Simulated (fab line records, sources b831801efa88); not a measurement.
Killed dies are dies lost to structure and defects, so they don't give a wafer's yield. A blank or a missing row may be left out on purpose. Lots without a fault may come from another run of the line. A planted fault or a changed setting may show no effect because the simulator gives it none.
One fault seen from 2 desks | flow sky130 | each desk has only its own numbers; what lay behind them comes last

THE TOOL OWNER'S DESK: plasma_asher-02
The tool's own readings at SKY_NWELL_STRIP_25 (strips in O2/N2): means of the sampled wafers that have a number, for each lot that ran on this tool. A lot is out of limits, marked OUT, if its mean lies more than 4 standard deviations from the usual mean; the brackets give that distance.
Columns: A = chamber_pressure_mTorr at SKY_NWELL_STRIP_25, usual 1499.8 mTorr; B = drypump_motor_current_A at SKY_NWELL_STRIP_25, usual 6.28 A; C = oes_product_au at SKY_NWELL_STRIP_25, usual 0.722 a.u.; D = strip_time_to_endpoint_s at SKY_NWELL_STRIP_25, usual 36.96 s
lot  | first seen here | A      | B    | C     | D
L362 | day 5 12:16     | 1499.8 | 6.30 | 0.716 | 37.09
L384 | day 11 02:40    | 1499.6 | 6.48 | 0.726 | 36.86
This desk's finding: nothing out of limits on any of the 2 lots.

THE METROLOGY DESK
What the gauges read, lot by lot, whatever tool the lot ran on: means of the sampled wafers that have a number. A lot is out of limits, marked OUT, if its mean lies more than 4 standard deviations from the usual mean; the brackets give that distance.
Columns: A = VT_ADJUST_HVTP_TW at SKY_VT_ADJUST_HVTP_TW_MEAS_11, usual 1360; B = VT_ADJUST_PCH_TW at SKY_VT_ADJUST_PCH_TW_MEAS_10, usual 143.6; C = SONOS_TUNNEL_OVL at SKY_SONOS_TUNNEL_OVL_MEAS_08, usual 0.7 nm; D = SONOS_ONO_OXIDATION_THK at SKY_SONOS_ONO_THK_MEAS_01, usual 2.62 nm
lot  | first seen here | A            | B     | C    | D
L362 | day 6 07:40     | 1339         | 142.1 | -0.2 | 2.53
L363 | day 6 13:46     | 31 (-83) OUT | -     | -    | -
L364 | day 6 20:02     | 30 (-83) OUT | -     | -    | -
L365 | day 7 02:56     | 30 (-83) OUT | -     | -    | -
L368 | day 7 19:53     | 1344         | 143.6 | 0.7  | 2.64
L373 | day 9 04:50     | 1377         | 139.4 | 1.8  | 2.70
L375 | day 10 00:28    | 1349         | 140.6 | 0.9  | 2.72
L376 | day 10 01:50    | 1378         | 147.0 | 1.5  | 2.66
L379 | day 10 18:11    | 1348         | 143.3 | 0.6  | 2.70
L380 | day 11 03:05    | 1357         | 141.1 | 2.1  | 2.53
L382 | day 11 15:34    | 1343         | 142.6 | 2.3  | 2.60
L384 | day 12 02:44    | 1384         | 146.4 | 0.7  | 2.67
This desk's finding: out of limits on L363, L364, L365; first on L363, day 6 13:46 (VT_ADJUST_HVTP_TW at SKY_VT_ADJUST_HVTP_TW_MEAS_11). In limits: L362, L368, L373, L375, L376, L379, L380, L382, L384.

PUT TOGETHER
The metrology desk could have raised an alarm at day 6 13:46, on L363, L364, L365.
The tool owner's desk saw nothing out of limits.
The tool owner's desk has no number on record for L363, L364, L365.
Of the lots named, all ran SKY_NWELL_STRIP_25 on plasma_asher-02.

WHAT THE SIMULATOR HAD PUT IN
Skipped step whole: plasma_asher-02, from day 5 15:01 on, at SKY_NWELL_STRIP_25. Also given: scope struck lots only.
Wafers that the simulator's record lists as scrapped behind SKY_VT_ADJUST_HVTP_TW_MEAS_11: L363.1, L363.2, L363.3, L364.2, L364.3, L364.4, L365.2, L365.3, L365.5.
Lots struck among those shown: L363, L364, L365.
Hours from the fault's start to each desk's first reading out of limits: the metrology desk, 23.
